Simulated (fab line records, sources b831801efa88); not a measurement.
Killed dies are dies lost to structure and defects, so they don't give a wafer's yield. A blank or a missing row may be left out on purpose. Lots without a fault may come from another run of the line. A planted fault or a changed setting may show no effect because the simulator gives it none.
fab line records | flow sfq_line
record lots=14 wafers=42 last_day=93
route steps=325 shown I5@228 C5@248
lots that met no fault: from a run of the same line without faults
start_h: hours from the record's first day to the start of the lot's first wafer shown | wait_h: hours since the lot's step before | " the same as in the row above | L1.1+2: a row that stands for several wafers | - no value, or no start given | * or withheld: withheld | < > ~ a bound
route shown NAME@n: a module of which the file shows steps, and the number in the route of the first | usual: mean/standard deviation of fault-free wafers | same: alike in all rows | chamber/n: place in a boat | sites: the reading at each site | _std_site: their standard deviation | _edge_site: outer sites' mean less inner sites' | radius_mm: how far each site lies from the wafer's centre | mask NAME#n: copy n | behind: the tool/chamber that last shaped the wafer | hold: why the lot was held/for how many hours/how that ended | device: the transistor (n, p or np) that didn't switch | end of line: the same wafers' tests at the end of the route | a step without rows: its recipe alone | killed: dies lost to structure and defects at the first sort, not the wafer's yield | map: a wafer's dies, x killed, . not, _ none there
set.NAME: the setting as run; set.NAME@STEP: as run at that earlier step | model.NAME: the simulator's own value behind a step, which no gauge read
steps of the route over a sample of lots; a table a step, a row a wafer
services: from which hour (start_h, from the record's first day; less than 0 if before it) a tool's chamber was out of use, for how many hours, and why
## steps
# step SFQ_TRILAYER_A5C_DEP_PECVD_142
# recipe material=SiO2 temp_c=150 time_s=15.556 pressure_torr=2.4 rf_w=183.3 precursor=SiH4/N2O target_thk_nm=70
# usual chamber_pressure_Torr=2.400/0.0051 heater_power_w=83/13 throttle_valve_pct=24.5/1.4
# columns lot.wafer tool chamber start_h wait_h chamber_pressure_Torr heater_power_w throttle_valve_pct
L267.2 pecvd-01 2 1478.76 0.0 2.408 78 23.0
L267.3 " 1 " " 2.405 95 22.9
L267.6 " 1 " " 2.396 96 23.1
L268.1 pecvd-02 2 1479.94 0.0 2.401 76 24.9
L268.3 " 0 " " 2.405 100 26.4
L268.4 " 1 " " 2.400 66 27.1
L270.2 pecvd-01 0 1543.18 0.0 2.409 71 23.8
L270.5 " 0 " " 2.411 74 24.1
L270.6 " 2 " " 2.406 80 23.1
L271.4 pecvd-02 0 1546.79 0.0 2.399 107 26.5
L271.5 " 1 " " 2.401 69 26.8
L271.6 " 2 " " 2.399 72 24.6
L272.1 pecvd-04 0 1547.98 0.0 2.396 92 24.7
L272.3 " 1 " " 2.407 71 24.8
L272.4 " 1 " " 2.403 71 25.1
L273.1 pecvd-04 2 1555.42 0.0 2.410 76 26.4
L273.3 " 0 " " 2.403 79 24.8
L273.4 " 2 " " 2.401 74 26.4
L274.1 pecvd-01 1 1560.22 0.0 2.386 94 23.0
L274.2 " 2 " " 2.406 77 23.1
L274.5 " 0 " " 2.399 90 23.9
L275.1 pecvd-01 2 1573.72 0.0 2.397 83 23.1
L275.4 " 2 " " 2.397 83 23.4
L275.5 " 1 " " 2.403 92 23.2
L276.2 pecvd-02 1 1574.94 0.0 2.403 59 27.0
L276.3 " 2 " " 2.404 69 24.4
L276.4 " 2 " " 2.397 67 24.7
L279.2 pecvd-01 1 1585.57 0.0 2.397 100 23.1
L279.3 " 0 " " 2.397 74 23.9
L279.4 " 1 " " 2.396 96 23.2
L282.2 pecvd-01 0 1603.93 0.0 2.401 79 23.9
L282.3 " 1 " " 2.409 89 23.1
L282.5 " 2 " " 2.398 89 23.1
L283.3 pecvd-01 0 1606.33 0.0 2.396 85 23.7
L283.4 " 0 " " 2.392 84 24.0
L283.5 " 2 " " 2.398 86 23.1
L289.1 pecvd-01 1 1703.08 0.0 2.401 97 23.6
L289.3 " 2 " " 2.406 73 23.2
L289.6 " 0 " " 2.399 82 24.1
L290.1 pecvd-02 1 1705.48 0.0 2.396 72 23.5
L290.3 " 0 " " 2.395 111 23.7
L290.4 " 2 " " 2.406 81 22.2
# step SFQ_TRILAYER_C5_ETCH_VIA_ETCH_154
# recipe target=SiO2 mask_material=PR chemistry=CHF3 target_depth_nm=84 source_w=500 bias_w=80 pressure_mtorr=30 time_s=withheld stop_on=Nb
# usual drypump_motor_current_A=5.9/0.42 oes_product_au=0.895/0.008
# columns lot.wafer tool chamber start_h wait_h drypump_motor_current_A oes_product_au
L267.2 rie_diel-02 1 1604.07 0.0 5.8 0.893
L267.3 " 2 " " 5.7 0.893
L267.6 " 0 " " 6.2 0.904
L268.1 rie_diel-04 2 1606.47 0.0 5.4 0.901
L268.3 " 3 " " 6.3 0.887
L268.4 " 0 " " 5.9 0.910
L270.2 rie_diel-01 0 1661.43 0.0 5.8 0.893
L270.5 " 2 " " 5.1 0.902
L270.6 " 1 " " 6.1 0.894
L271.4 rie_diel-01 2 1766.23 0.0 5.1 0.898
L271.5 " 3 " " 6.6 0.903
L271.6 " 0 " " 5.8 0.893
L272.1 rie_diel-04 1 1767.43 0.0 5.7 0.900
L272.3 " 0 " " 5.8 0.893
L272.4 " 3 " " 6.3 0.908
L273.1 rie_diel-02 2 1772.23 0.0 5.6 0.894
L273.3 " 0 " " 6.2 0.905
L273.4 " 3 " " 6.1 0.901
L274.1 rie_diel-01 0 1778.23 0.0 5.8 0.889
L274.2 " 3 " " 6.6 0.893
L274.5 " 0 " " 5.8 0.901
L275.1 rie_diel-01 2 1784.23 0.0 5.1 0.885
L275.4 " 0 " " 5.8 0.895
L275.5 " 3 " " 6.6 0.896
L276.2 rie_diel-02 3 1786.63 0.0 6.1 0.883
L276.3 " 0 " " 6.2 0.895
L276.4 " 0 " " 6.2 0.884
L279.2 rie_diel-02 2 1792.63 0.0 5.6 0.875
L279.3 " 0 " " 6.2 0.875
L279.4 " 0 " " 6.3 0.893
L282.2 rie_diel-02 0 1803.43 0.0 6.1 0.890
L282.3 " 2 " " 5.6 0.993
L282.5 " 0 " " 6.2 0.894
L283.3 rie_diel-01 1 1808.23 0.0 6.2 0.979
L283.4 " 0 " " 5.8 0.900
L283.5 " 1 " " 6.3 0.899
L289.1 rie_diel-02 2 1864.73 0.0 5.6 0.901
L289.3 " 1 " " 5.8 0.887
L289.6 " 3 " " 6.1 0.896
L290.1 rie_diel-01 2 1865.93 0.0 5.1 0.883
L290.3 " 0 " " 5.8 0.891
L290.4 " 3 " " 6.6 0.906
## services
# columns tool chamber start_h hours kind
pecvd-02 0 1457.50 5.8 repair
rie_diel-02 - 1460.33 0.1 repair
rie_diel-01 - 1471.41 0.5 repair
rie_diel-01 2 1488.46 1.7 repair
rie_diel-02 0 1516.96 5.9 repair
pecvd-02 2 1524.61 3.3 repair
pecvd-01 1 1524.85 25.9 repair
pecvd-02 1 1525.83 14.8 repair
rie_diel-02 3 1546.45 7.5 repair
rie_diel-02 - 1571.15 1.2 repair
pecvd-02 - 1587.64 2.8 pm
rie_diel-02 3 1592.21 28.2 repair
rie_diel-02 0 1637.76 4.5 repair
rie_diel-01 0 1655.41 5.1 repair
pecvd-02 - 1686.25 14.0 pm
pecvd-02 - 1698.82 0.4 repair
rie_diel-01 1 1705.11 4.1 repair
pecvd-01 - 1749.19 1.8 repair
pecvd-02 - 1762.15 14.6 pm
pecvd-02 1 1785.17 7.1 repair
pecvd-02 - 1787.35 0.5 repair
rie_diel-01 - 1800.51 1.2 repair
rie_diel-01 0 1841.60 5.4 repair
rie_diel-02 2 1845.66 3.3 repair
## key
first_sign step=SFQ_TRILAYER_C5_ETCH_VIA_ETCH_154 reading=oes_product_au direction=up sigmas=11 usual=0.895 struck=0.986
effect none on later readings
met_at SFQ_TRILAYER_A5C_DEP_PECVD_142
struck_lots L282,L283
struck_wafers L282.3,L283.3
onset_between 1585.57 1603.93
fault kind=process_parameter_drift tool=pecvd-01 chamber=- onset_h=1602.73 steps=SFQ_TRILAYER_A5C_DEP_PECVD_142 channel=target_thk_nm offset=50.079 shape=step end_h=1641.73 scope=struck_wafers_only acts_in=these_recipes_only stated=70
